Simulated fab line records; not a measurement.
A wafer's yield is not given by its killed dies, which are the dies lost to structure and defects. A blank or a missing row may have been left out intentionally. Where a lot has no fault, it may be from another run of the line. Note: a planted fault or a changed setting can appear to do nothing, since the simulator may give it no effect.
What tool caused it? / flow gf180mcu / 41 wafers from 14 lots sampled at 2 of the route's 602 steps

WHAT THE GAUGES SHOWED, per wafer
GF_TOP_METAL_OVL_MEAS_15.
lot=L843; measured=day 28 07:19; on=overlay-01; TOP_METAL_OVL (nm)=0.6 0.5 -1.3
lot=L845; measured=day 29 04:03; on=overlay-01; TOP_METAL_OVL (nm)=2.7 1.2 2.7
lot=L846; measured=day 29 14:30; on=overlay-02; TOP_METAL_OVL (nm)=1.5 0.0 1.1
lot=L847; measured=day 29 16:06; on=overlay-02; TOP_METAL_OVL (nm)=-1.1 1.6 -0.1
lot=L848; measured=day 29 19:57; on=overlay-01; TOP_METAL_OVL (nm)=-0.9 0.0 1.5
lot=L849; measured=day 30 03:22; on=overlay-01; TOP_METAL_OVL (nm)=-1.9 -2.2 -1.6
lot=L850; measured=day 30 14:15; on=overlay-02; TOP_METAL_OVL (nm)=1.8 -0.6 2.9
lot=L852; measured=day 31 06:34; on=overlay-02; TOP_METAL_OVL (nm)=3.8 1.2 3.8
lot=L853; measured=day 31 05:18; on=overlay-02; TOP_METAL_OVL (nm)=0.5 0.7 -0.4
lot=L854; measured=day 31 13:27; on=overlay-02; TOP_METAL_OVL (nm)=-1.5 -1.5 -0.3
lot=L863; measured=day 33 17:56; on=overlay-01; TOP_METAL_OVL (nm)=-0.8 1.2 -0.4
lot=L864; measured=day 33 16:55; on=overlay-02; TOP_METAL_OVL (nm)=1.8 2.0 1.8
lot=L865; measured=day 33 20:26; on=overlay-01; TOP_METAL_OVL (nm)=0.8 1.8
lot=L866; measured=day 33 22:31; on=overlay-02; TOP_METAL_OVL (nm)=1.6 -0.7 0.6

TOOL THAT RAN EACH LOT (tool first, then ch and the chambers of the sampled wafers, then the start)
lot=L843; GF_NWELL_STRIP_10=plasma_asher-01 ch 0,1, day 3 07:53
lot=L845; GF_NWELL_STRIP_10=plasma_asher-03 ch 0,1, day 3 17:17
lot=L846; GF_NWELL_STRIP_10=plasma_asher-01 ch 0,1, day 3 23:28
lot=L847; GF_NWELL_STRIP_10=plasma_asher-03 ch 0,1, day 4 04:06
lot=L848; GF_NWELL_STRIP_10=plasma_asher-02 ch 0, day 4 10:59
lot=L849; GF_NWELL_STRIP_10=plasma_asher-03 ch 0,1, day 4 15:28
lot=L850; GF_NWELL_STRIP_10=plasma_asher-03 ch 0,1, day 4 21:29
lot=L852; GF_NWELL_STRIP_10=plasma_asher-02 ch 0,1, day 5 09:09
lot=L853; GF_NWELL_STRIP_10=plasma_asher-03 ch 0,1, day 5 13:37
lot=L854; GF_NWELL_STRIP_10=plasma_asher-03 ch 0,1, day 5 18:16
lot=L863; GF_NWELL_STRIP_10=plasma_asher-02 ch 0,1, day 7 22:56
lot=L864; GF_NWELL_STRIP_10=plasma_asher-02 ch 0,1, day 8 04:31
lot=L865; GF_NWELL_STRIP_10=plasma_asher-02 ch 1, day 8 07:49
lot=L866; GF_NWELL_STRIP_10=plasma_asher-01 ch 0,1, day 8 13:43
- GF_NWELL_STRIP_10: strips in O2/N2.

AS READ BY THE TOOLS THEMSELVES (means over the sampled wafers that have a number; for cases with no such wafer, the mark the record gives instead)
GF_NWELL_STRIP_10.
lot=L843; tool=plasma_asher-01; drypump_motor_current_A (A)=5.5; heater_power_w (W)=343; oes_product_au (a.u.)=0.723; strip_time_to_endpoint_s (s)=37.04
lot=L845; tool=plasma_asher-03; drypump_motor_current_A (A)=6.2; heater_power_w (W)=391; oes_product_au (a.u.)=0.717; strip_time_to_endpoint_s (s)=36.89
lot=L846; tool=plasma_asher-01; drypump_motor_current_A (A)=5.7; heater_power_w (W)=359; oes_product_au (a.u.)=0.720; strip_time_to_endpoint_s (s)=36.92
lot=L847; tool=plasma_asher-03; drypump_motor_current_A (A)=5.9; heater_power_w (W)=399; oes_product_au (a.u.)=0.723; strip_time_to_endpoint_s (s)=37.02
lot=L848; tool=plasma_asher-02; drypump_motor_current_A (A)=5.2; heater_power_w (W)=316; oes_product_au (a.u.)=0.726; strip_time_to_endpoint_s (s)=37.09
lot=L849; tool=plasma_asher-03; drypump_motor_current_A (A)=5.8; heater_power_w (W)=394; oes_product_au (a.u.)=0.723; strip_time_to_endpoint_s (s)=37.03
lot=L850; tool=plasma_asher-03; drypump_motor_current_A (A)=6.1; heater_power_w (W)=391; oes_product_au (a.u.)=0.724; strip_time_to_endpoint_s (s)=36.85
lot=L852; tool=plasma_asher-02; drypump_motor_current_A (A)=5.2; heater_power_w (W)=331; oes_product_au (a.u.)=0.723; strip_time_to_endpoint_s (s)=37.09
lot=L853; tool=plasma_asher-03; drypump_motor_current_A (A)=6.1; heater_power_w (W)=386; oes_product_au (a.u.)=0.725; strip_time_to_endpoint_s (s)=36.93
lot=L854; tool=plasma_asher-03; drypump_motor_current_A (A)=6.1; heater_power_w (W)=391; oes_product_au (a.u.)=0.725; strip_time_to_endpoint_s (s)=36.91
lot=L863; tool=plasma_asher-02; drypump_motor_current_A (A)=5.3; heater_power_w (W)=351; oes_product_au (a.u.)=0.723; strip_time_to_endpoint_s (s)=36.98
lot=L864; tool=plasma_asher-02; drypump_motor_current_A (A)=5.2; heater_power_w (W)=337; oes_product_au (a.u.)=0.721; strip_time_to_endpoint_s (s)=36.85
lot=L865; tool=plasma_asher-02; drypump_motor_current_A (A)=5.4; heater_power_w (W)=358; oes_product_au (a.u.)=0.722; strip_time_to_endpoint_s (s)=36.85
lot=L866; tool=plasma_asher-01; drypump_motor_current_A (A)=5.5; heater_power_w (W)=342; oes_product_au (a.u.)=0.723; strip_time_to_endpoint_s (s)=36.83

THE ANSWER, worked out from the rows above alone
Rule: what is usual is taken from the lots themselves. The widest of any qualifying gaps counts: lots, ordered by their means at a reading, are off when they make up no more than a third of the lots, leave a main group of 4 or more, and stand apart from it by 3 or more times the standard deviation of that group's means. A main group is skipped when, at the precision printed for the reading in the tables above, its means are all equal. A lot without any number at a reading at which 4 lots or more have one is off too. Any other lot the step has rows for is counted as sound. The gauges are gone through in route order, then the tools' own readings, and for those a lot's mean is taken as printed above. The first step at which some lot is off is used, and at that step the reading that is off furthest; a lot without a number counts as furthest.
Nothing can be told from this: no lot is off at any reading shown.

WHAT WAS PUT IN BY THE SIMULATOR
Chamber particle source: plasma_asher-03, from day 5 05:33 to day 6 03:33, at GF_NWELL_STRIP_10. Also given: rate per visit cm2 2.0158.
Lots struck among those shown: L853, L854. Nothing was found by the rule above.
